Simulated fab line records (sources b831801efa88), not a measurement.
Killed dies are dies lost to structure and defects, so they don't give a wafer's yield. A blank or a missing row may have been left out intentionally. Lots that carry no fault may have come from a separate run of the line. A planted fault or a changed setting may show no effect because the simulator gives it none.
Which tool is to blame? + flow sky130 + route of 708 steps, sampled at 1 step: 12 lots, 36 wafers

WHAT THE GAUGES SHOWED, per wafer
SKY_FIELD_ISO_THK_MEAS_23.
| lot  | measured    | on            | FIELD_ISO_OXIDATION_01_THK (nm) |
|------|-------------|---------------|---------------------------------|
| L075 | day 2 11:02 | film_metro-03 | 9.86 10.17 10.03                |
| L077 | day 2 21:28 | film_metro-02 | 10.10 10.05 9.94                |
| L079 | day 3 07:47 | film_metro-01 | 9.91 9.84 10.15                 |
| L081 | day 3 20:05 | film_metro-02 | 10.09 10.12 10.18               |
| L083 | day 4 05:32 | film_metro-01 | 10.17 10.42 10.19               |
| L085 | day 4 17:11 | film_metro-01 | 10.02 9.97 9.98                 |
| L087 | day 5 02:49 | film_metro-03 | 9.94 9.98 9.76                  |
| L089 | day 5 12:47 | film_metro-01 | 10.28 10.33 10.36               |
| L091 | day 6 00:22 | film_metro-03 | 9.67 9.65 9.62                  |
| L092 | day 6 09:11 | film_metro-02 | 10.19 10.02 10.01               |
| L095 | day 6 21:46 | film_metro-03 | 9.92 9.83 9.93                  |
| L097 | day 7 08:13 | film_metro-01 | 9.67 9.88 9.63                  |

WHICH TOOL RAN EACH LOT (tool, then ch and the chambers of the sampled wafers, then the start)
The record holds no process step before these readings.

THE ANSWER, worked out from the rows above alone
Rule: the usual values come from the lots themselves. The widest of any qualifying gaps counts: lots, ordered by their means at a reading, are off when they make up no more than a third of the lots, leave a main group of 4 or more, and stand apart from it by 3 or more times the standard deviation of that group's means. The tables above print the reading to a certain number of digits; a main group whose means all agree to those digits is not used. A lot without any number at a reading at which 4 lots or more have one is off too. Any other lot the step has rows for is counted as sound.
No lot is off at any reading shown: from this, nothing can be told.

WHAT THE SIMULATOR PUT IN
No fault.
